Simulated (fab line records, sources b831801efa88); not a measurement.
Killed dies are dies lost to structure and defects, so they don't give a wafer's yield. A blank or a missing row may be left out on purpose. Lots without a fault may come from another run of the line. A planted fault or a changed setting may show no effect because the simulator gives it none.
Which tool did it? | flow sky130 | 12 lots, 36 wafers sampled, at 4 steps of a route of 708

WHAT THE GAUGES READ, wafer by wafer
SKY_VIA4_THK_MEAS_01. Usual: VIA4_HDPCVD_THK 1745 nm, standard deviation 15.
lot  | measured     | on            | VIA4_HDPCVD_THK (nm) | flag
L458 | day 42 14:01 | film_metro-01 | 1719 1758 1754       |
L460 | day 43 05:34 | film_metro-03 | 1754 1759 1749       |
L461 | day 43 06:29 | film_metro-03 | 1738 1745 1707       |
L462 | day 43 19:25 | film_metro-01 | 1751 1734 1724       |
L463 | day 44 10:29 | film_metro-03 | 1765 1754 1738       |
L465 | day 44 12:44 | film_metro-03 | 1771 1759 1738       |
L473 | day 46 01:53 | film_metro-01 | 1737 1733 1749       |
L474 | day 46 14:53 | film_metro-02 | 1729 1757 1716       |
L477 | day 47 01:34 | film_metro-01 | 1738 1748 1733       |
L478 | day 47 10:43 | film_metro-01 | 1754 1731 1739       |
L480 | day 47 18:47 | film_metro-02 | 1728 1751 1740       |
L479 | day 47 19:42 | film_metro-01 | 1744 1774 1758       |

SKY_VIA4_BOW_MEAS_03. Usual: VIA4_BOW 80 um, standard deviation 9.3.
lot  | measured     | on            | VIA4_BOW (um) | flag
L458 | day 42 14:22 | film_metro-02 | 79 78 78      |
L460 | day 43 05:57 | film_metro-03 | 89 84 76      |
L461 | day 43 06:52 | film_metro-01 | 91 87 86      |
L462 | day 43 19:47 | film_metro-01 | 65 69 61      |
L463 | day 44 10:51 | film_metro-02 | 84 82 86      |
L465 | day 44 13:05 | film_metro-02 | 80 90 76      |
L473 | day 46 02:20 | film_metro-03 | 100 94 96     |
L474 | day 46 15:22 | film_metro-02 | 67 85 74      |
L477 | day 47 02:00 | film_metro-03 | 74 74 76      |
L478 | day 47 11:05 | film_metro-01 | 82 84 78      |
L480 | day 47 19:09 | film_metro-01 | 77 85 70      |
L479 | day 47 20:04 | film_metro-01 | 68 73 59      |

WHICH TOOL RAN EACH LOT (tool, then ch and the chambers of the sampled wafers, then the start)
lot  | SKY_VIA1_ETCH_15                   | SKY_VIA3_CVD_21
L458 | rie_diel-01 ch 0,2, day 34 20:05   | cvd_w-01 ch 0,1, day 40 10:47
L460 | rie_diel-01 ch 0,1, day 35 13:14   | cvd_w-01 ch 0,1, day 41 03:10
L461 | rie_diel-01 ch 0,1, day 35 15:44   | cvd_w-01 ch 0,1, day 41 05:05
L462 | rie_diel-04 ch 0,1, day 36 07:34   | cvd_w-02 ch 0,1, day 41 18:37
L463 | rie_diel-01 ch 1,2, day 37 01:34   | cvd_w-01 ch 0,1, day 42 11:11
L465 | rie_diel-03 ch 0,3, day 37 02:29   | cvd_w-02 ch 0,1, day 42 12:04
L473 | rie_diel-04 ch 1,2,3, day 38 22:52 | cvd_w-01 ch 0,1, day 44 04:15
L474 | rie_diel-01 ch 0,1,3, day 39 14:17 | cvd_w-01 ch 1, day 44 18:40
L477 | rie_diel-01 ch 0,1, day 40 00:55   | cvd_w-01 ch 0,1, day 45 04:23
L478 | rie_diel-01 ch 1,3, day 40 13:16   | cvd_w-02 ch 0, day 45 15:01
L480 | rie_diel-04 ch 1,2, day 40 22:44   | cvd_w-02 ch 0,1, day 45 22:34
L479 | rie_diel-04 ch 2,3, day 41 00:56   | cvd_w-01 ch 0,1, day 46 00:19
- SKY_VIA1_ETCH_15: etches SiO2 in C4F8/O2/Ar, stops on TiN, target depth 351 nm, time 54 s.
- SKY_VIA3_CVD_21: deposits W, target thk 390 nm, time 117.31 s.

WHAT THE TOOLS THEMSELVES READ (means of the sampled wafers that have a number; where no wafer has one, the mark that the record gives instead)
SKY_VIA1_ETCH_15. Usual: oes_product_au 0.981 a.u., standard deviation 0.0058.
lot  | tool        | oes_product_au (a.u.) | flag
L458 | rie_diel-01 | 0.979                 |
L460 | rie_diel-01 | 0.982                 |
L461 | rie_diel-01 | 0.982                 |
L462 | rie_diel-04 | 0.983                 |
L463 | rie_diel-01 | 0.977                 |
L465 | rie_diel-03 | 0.983                 |
L473 | rie_diel-04 | 0.980                 |
L474 | rie_diel-01 | 0.980                 |
L477 | rie_diel-01 | 0.985                 |
L478 | rie_diel-01 | 0.978                 |
L480 | rie_diel-04 | 0.981                 |
L479 | rie_diel-04 | 0.980                 |

SKY_VIA3_CVD_21. Usual: heater_power_w 832 W, standard deviation 61.
lot  | tool     | heater_power_w (W) | flag
L458 | cvd_w-01 | 807                |
L460 | cvd_w-01 | 795                |
L461 | cvd_w-01 | 797                |
L462 | cvd_w-02 | 869                |
L463 | cvd_w-01 | 827                |
L465 | cvd_w-02 | 828                |
L473 | cvd_w-01 | 803                |
L474 | cvd_w-01 | 776                |
L477 | cvd_w-01 | 810                |
L478 | cvd_w-02 | 928                |
L480 | cvd_w-02 | 839                |
L479 | cvd_w-01 | 827                |

THE ANSWER, worked out from the rows above alone
Rule: a lot is off if the mean of its wafers that have a number lies more than 3 standard deviations from the usual mean. A lot without any number at a reading at which 4 lots or more have one is off too. The other lots that the step has rows for count as sound. The gauges are gone through in route order, then the tools' own readings, and for those a lot's mean is taken as printed above. The first step at which some lot is off is used, and at that step the reading that is off furthest; a lot without a number counts as furthest.
No lot is off at any reading shown: from this, nothing can be told.

WHAT THE SIMULATOR HAD PUT IN
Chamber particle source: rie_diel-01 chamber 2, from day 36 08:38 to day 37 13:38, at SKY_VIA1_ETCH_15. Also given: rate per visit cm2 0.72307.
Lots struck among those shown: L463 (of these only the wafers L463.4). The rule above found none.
